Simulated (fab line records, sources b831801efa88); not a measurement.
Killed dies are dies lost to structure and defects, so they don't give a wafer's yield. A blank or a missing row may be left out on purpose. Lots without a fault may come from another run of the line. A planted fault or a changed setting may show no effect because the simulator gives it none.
Which tool did it? | flow sky130 | 13 lots, 39 wafers sampled, at 5 steps of a route of 708

WHAT THE GAUGES READ, wafer by wafer
SKY_FIELD_ISO_THK_MEAS_02.
lot  | measured    | on            | FIELD_ISO_OXIDATION_00_THK (nm)
L737 | day 1 13:41 | film_metro-01 | 11.8 11.9 11.8
L738 | day 1 18:59 | film_metro-01 | 11.8 12.2 12.0
L739 | day 1 22:12 | film_metro-01 | 12.5 12.4 12.4
L740 | day 2 03:14 | film_metro-03 | 12.5 12.6 12.5
L741 | day 2 07:39 | film_metro-03 | 12.2 12.1 12.2
L742 | day 2 13:29 | film_metro-03 | 11.9 11.7 11.9
L743 | day 2 17:52 | film_metro-03 | 12.3 12.5 12.1
L744 | day 2 23:11 | film_metro-03 | 11.8 11.8 11.8
L746 | day 3 09:37 | film_metro-03 | 12.6 12.6 12.7
L747 | day 3 13:38 | film_metro-01 | 12.4 12.8 12.4
L748 | day 3 18:41 | film_metro-04 | 11.7 11.8 12.0
L749 | day 4 00:56 | film_metro-03 | 12.6 12.5 12.5
L750 | day 4 06:44 | film_metro-03 | 12.4 12.6 12.8

SKY_NWELL_TW_MEAS_15.
lot  | measured    | on            | NWELL_TW
L737 | day 4 12:50 | film_metro-02 | 1793 1792 1790
L738 | day 4 20:23 | film_metro-04 | 1805 1798 1799
L739 | day 4 22:29 | film_metro-04 | 1802 1808 1807
L740 | day 5 07:28 | film_metro-04 | 1804 1794 1799
L741 | day 5 13:42 | film_metro-01 | 1821 1810 1808
L742 | day 5 18:47 | film_metro-02 | 1793 1781 1783
L743 | day 5 22:17 | film_metro-02 | 1779 1785 1790
L744 | day 6 06:38 | film_metro-02 | 1782 1788 1776
L746 | day 6 20:08 | film_metro-02 | 1785 1772 1775
L747 | day 6 23:40 | film_metro-04 | 1833 1834 1841
L748 | day 7 02:36 | film_metro-01 | 1847 1847 1848
L749 | day 7 13:12 | film_metro-04 | 1839 1833 1835
L750 | day 7 20:09 | film_metro-02 | 1808 1812 1813

SKY_NWELL_RS_MEAS_31: measures by four-point-probe.
lot  | measured    | on            | PWDE_RS (ohm/sq)
L737 | day 5 06:54 | film_metro-02 | 5235 5223 5240
L738 | day 5 15:27 | film_metro-01 | 5292 5289 5289
L739 | day 5 17:12 | film_metro-02 | 5252 5253 5266
L740 | day 6 01:51 | film_metro-01 | 5291 5293 5302
L741 | day 6 08:16 | film_metro-04 | 5288 5285 5293
L742 | day 6 14:25 | film_metro-04 | 5295 5289 5290
L743 | day 6 17:30 | film_metro-01 | 5294 5288 5296
L744 | day 7 02:03 | film_metro-04 | 5270 5282 5293
L746 | day 7 17:03 | film_metro-02 | 5247 5257 5257
L747 | day 7 20:16 | film_metro-04 | 5300 5301 5302
L748 | day 7 23:56 | film_metro-02 | 5264 5250 5272
L749 | day 8 10:33 | film_metro-04 | 5269 5268 5276
L750 | day 8 17:07 | film_metro-04 | 5281 5287 5277

SKY_VT_ADJUST_LVTN_OVL_MEAS_07.
lot  | measured     | on         | VT_ADJUST_LVTN_OVL (nm)
L737 | day 6 19:53  | overlay-01 | -1.8 -2.1 -3.3
L738 | day 7 05:56  | overlay-01 | -1.0 -0.5 -2.8
L739 | day 7 07:29  | overlay-02 | -0.5 -0.6 2.1
L740 | day 7 17:05  | overlay-02 | -1.2 -0.3 -2.9
L741 | day 7 23:02  | overlay-02 | -4.0 -0.9 -0.3
L742 | day 8 06:22  | overlay-01 | -1.1 -1.1 -0.4
L743 | day 8 10:10  | overlay-01 | -0.1 -1.1 -1.8
L744 | day 8 19:07  | overlay-01 | 0.0 -0.3 -1.9
L746 | day 9 10:19  | overlay-01 | -1.3 -0.9 -1.8
L747 | day 9 12:24  | overlay-02 | 0.1 -2.7 0.3
L748 | day 9 18:53  | overlay-01 | -2.2 -0.7 -0.1
L749 | day 10 06:22 | overlay-02 | -0.4 -1.3 0.0
L750 | day 10 12:25 | overlay-02 | -2.1 -1.2 -1.0

WHICH TOOL RAN EACH LOT (tool, then ch and the chambers of the sampled wafers, then the start)
lot  | SKY_NWELL_IMPLANT_12
L737 | implanter-03 ch 0, day 4 12:26
L738 | implanter-02 ch 0, day 4 20:00
L739 | implanter-03 ch 0, day 4 22:05
L740 | implanter-04 ch 0, day 5 07:04
L741 | implanter-03 ch 0, day 5 13:20
L742 | implanter-02 ch 0, day 5 18:24
L743 | implanter-02 ch 0, day 5 21:54
L744 | implanter-03 ch 0, day 6 06:14
L746 | implanter-02 ch 0, day 6 19:45
L747 | implanter-03 ch 0, day 6 23:16
L748 | implanter-03 ch 0, day 7 02:12
L749 | implanter-03 ch 0, day 7 12:48
L750 | implanter-04 ch 0, day 7 19:47
- SKY_NWELL_IMPLANT_12

WHAT THE TOOLS THEMSELVES READ (means of the sampled wafers that have a number; where no wafer has one, the mark that the record gives instead)
The record holds no such reading with a usual standard deviation.

THE ANSWER, worked out from the rows above alone
Rule: what is usual is taken from the lots themselves. Put in order of their means at a reading, lots are off if they are a third of the lots or fewer, leave a main group of 4 or more, and stand apart from it by a gap of 3 or more times the standard deviation of the main group's means; of several such gaps the widest counts. A main group whose means are all the same, to the digits that the tables above print for the reading, isn't used. A lot without any number at a reading at which 4 lots or more have one is off too. The other lots that the step has rows for count as sound. The gauges are gone through in route order, then the tools' own readings, and for those a lot's mean is taken as printed above. The first step at which some lot is off is used, and at that step the reading that is off furthest; a lot without a number counts as furthest.
No lot is off at any reading shown: from this, nothing can be told.

WHAT THE SIMULATOR HAD PUT IN
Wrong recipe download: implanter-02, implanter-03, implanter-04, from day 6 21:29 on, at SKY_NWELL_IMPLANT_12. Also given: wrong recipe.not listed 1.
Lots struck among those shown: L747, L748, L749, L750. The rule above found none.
